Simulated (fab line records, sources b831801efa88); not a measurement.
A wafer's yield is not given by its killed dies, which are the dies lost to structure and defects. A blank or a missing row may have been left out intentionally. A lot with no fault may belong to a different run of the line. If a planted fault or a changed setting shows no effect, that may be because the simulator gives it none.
Which tool is to blame?    flow gf180mcu    13 lots with 39 wafers sampled at 4 steps, on a route of 602 steps

WHAT THE GAUGES SHOWED, per wafer
The record lacks any reading of a measuring or inspecting step that a usual standard deviation could be used to judge.

WHICH TOOL RAN EACH LOT (tool, then ch and the chambers of the sampled wafers, then the start)
lot   GF_STI_WET_ETCH_26              GF_M2_SPUTTER_00              GF_M2_SPUTTER_01              GF_V2_ETCH_16
L348  wet-bench-02 ch 3, day 2 08:55  pvd-sputter-02, day 18 15:17  pvd-sputter-02, day 18 15:23  rie-diel-03 ch 0,1,2, day 20 17:19
L349  wet-bench-04 ch 3, day 2 15:54  pvd-sputter-02, day 19 02:43  pvd-sputter-02, day 19 02:49  rie-diel-03 ch 0,1,2, day 21 05:26
L350  wet-bench-01 ch 1, day 2 19:10  pvd-sputter-03, day 19 11:10  pvd-sputter-03, day 19 11:16  rie-diel-04 ch 0,3, day 21 13:29
L351  wet-bench-01 ch 3, day 3 00:14  pvd-sputter-01, day 19 18:53  pvd-sputter-01, day 19 18:59  rie-diel-01 ch 0,1,3, day 21 20:55
L352  wet-bench-02 ch 2, day 3 05:46  pvd-sputter-03, day 20 03:51  pvd-sputter-03, day 20 03:57  rie-diel-04 ch 1,2,3, day 22 05:31
L355  wet-bench-01 ch 3, day 4 00:14  pvd-sputter-02, day 21 14:24  pvd-sputter-02, day 21 14:30  rie-diel-01 ch 0,1, day 23 14:22
L358  wet-bench-04 ch 3, day 4 11:31  pvd-sputter-01, day 22 08:55  pvd-sputter-01, day 22 09:01  rie-diel-04 ch 1,2,3, day 24 07:55
L359  wet-bench-02 ch 1, day 4 18:35  pvd-sputter-01, day 22 17:25  pvd-sputter-01, day 22 17:31  rie-diel-03 ch 0,2,3, day 24 16:37
L364  wet-bench-02 ch 0, day 5 19:47  pvd-sputter-01, day 24 14:01  pvd-sputter-01, day 24 14:07  rie-diel-01 ch 1,2,3, day 26 10:56
L366  wet-bench-02 ch 2, day 6 06:25  pvd-sputter-01, day 25 02:29  pvd-sputter-01, day 25 02:35  rie-diel-04 ch 0,1, day 26 22:05
L367  wet-bench-04 ch 3, day 6 10:56  pvd-sputter-02, day 25 17:04  pvd-sputter-02, day 25 17:10  rie-diel-01 ch 0,1, day 27 11:40
L368  wet-bench-01 ch 0, day 6 16:22  pvd-sputter-01, day 25 17:27  pvd-sputter-01, day 25 17:33  rie-diel-03 ch 0,1, day 27 12:58
L369  wet-bench-04 ch 0, day 6 20:47  pvd-sputter-02, day 26 01:50  pvd-sputter-02, day 26 01:56  rie-diel-01 ch 0,2,3, day 27 21:07
- GF_STI_WET_ETCH_26: etches SiO2 in dHF, target depth 94 nm, time 188 s.
- GF_M2_SPUTTER_00: material Ti, target thk 37.5 nm, time 150 s.
- GF_M2_SPUTTER_01: material TiN, target thk 30 nm, time 25 s.
- GF_V2_ETCH_16: etches BARC in N2/H2.

AS READ BY THE TOOLS THEMSELVES (means over the sampled wafers that have a number; for cases with no such wafer, the mark the record gives instead)
GF_STI_WET_ETCH_26.
lot   tool          run-length-s (s)
L348  wet-bench-02  215
L349  wet-bench-04  215
L350  wet-bench-01  221
L351  wet-bench-01  214
L352  wet-bench-02  212
L355  wet-bench-01  221
L358  wet-bench-04  217
L359  wet-bench-02  222
L364  wet-bench-02  141
L366  wet-bench-02  213
L367  wet-bench-04  222
L368  wet-bench-01  213
L369  wet-bench-04  222

GF_M2_SPUTTER_00.
lot   tool            chamber-pressure-pa (Pa)  throttle-valve-pct (%)
L348  pvd-sputter-02  1.999                     29.9
L349  pvd-sputter-02  2.003                     29.8
L350  pvd-sputter-03  1.999                     28.5
L351  pvd-sputter-01  1.999                     29.7
L352  pvd-sputter-03  2.000                     29.2
L355  pvd-sputter-02  1.997                     29.7
L358  pvd-sputter-01  1.998                     29.4
L359  pvd-sputter-01  2.001                     29.0
L364  pvd-sputter-01  2.001                     29.4
L366  pvd-sputter-01  2.004                     29.6
L367  pvd-sputter-02  2.000                     29.9
L368  pvd-sputter-01  1.997                     29.0
L369  pvd-sputter-02  1.998                     30.4

GF_M2_SPUTTER_01.
lot   tool            chamber-pressure-pa (Pa)  throttle-valve-pct (%)
L348  pvd-sputter-02  0.4001                    30.0
L349  pvd-sputter-02  0.3995                    29.8
L350  pvd-sputter-03  0.3998                    28.8
L351  pvd-sputter-01  0.3997                    29.6
L352  pvd-sputter-03  0.4003                    29.2
L355  pvd-sputter-02  0.3999                    29.8
L358  pvd-sputter-01  0.3998                    29.7
L359  pvd-sputter-01  0.4002                    29.1
L364  pvd-sputter-01  0.4004                    29.7
L366  pvd-sputter-01  0.4004                    29.4
L367  pvd-sputter-02  0.4003                    29.9
L368  pvd-sputter-01  0.3994                    29.0
L369  pvd-sputter-02  0.4001                    30.4

GF_V2_ETCH_16.
lot   tool         drypump-motor-current-A (A)  oes-product-au (a.u.)  throttle-valve-pct (%)
L348  rie-diel-03  5.6                          0.856                  13.223
L349  rie-diel-03  5.6                          0.855                  13.225
L350  rie-diel-04  6.2                          0.857                  13.221
L351  rie-diel-01  5.1                          0.855                  13.224
L352  rie-diel-04  6.2                          0.855                  13.224
L355  rie-diel-01  5.4                          0.853                  13.229
L358  rie-diel-04  6.2                          0.854                  13.215
L359  rie-diel-03  6.1                          0.857                  13.226
L364  rie-diel-01  5.2                          0.855                  13.223
L366  rie-diel-04  5.8                          0.855                  13.229
L367  rie-diel-01  5.2                          0.854                  13.228
L368  rie-diel-03  5.1                          0.852                  13.224
L369  rie-diel-01  5.4                          0.851                  13.224

THE ANSWER, worked out from the rows above alone
Rule: what is usual is taken from the lots themselves. The widest of any qualifying gaps counts: lots, ordered by their means at a reading, are off when they make up no more than a third of the lots, leave a main group of 4 or more, and stand apart from it by 3 or more times the standard deviation of that group's means. If all means in a main group match to the digits the tables above print for the reading, that group is not used. Also off: a lot with no number at a reading for which 4 or more lots have one. Any other lot the step has rows for is counted as sound. Order of review: gauges by route order, followed by the tools' own readings, for which a lot's mean as printed above is used. At the first step where some lot is off, the reading lying furthest off is the one used; lots without a number count as furthest.
Off: L364 (GF_STI_WET_ETCH_26, run-length-s). Main group: mean 217 s, sd 3.9.
A tool fits if, at that step or a process step before it, it ran every lot that is off, and no sound lot after the first of them. Not one of the candidates tried fits.

WHAT THE SIMULATOR HAD PUT IN
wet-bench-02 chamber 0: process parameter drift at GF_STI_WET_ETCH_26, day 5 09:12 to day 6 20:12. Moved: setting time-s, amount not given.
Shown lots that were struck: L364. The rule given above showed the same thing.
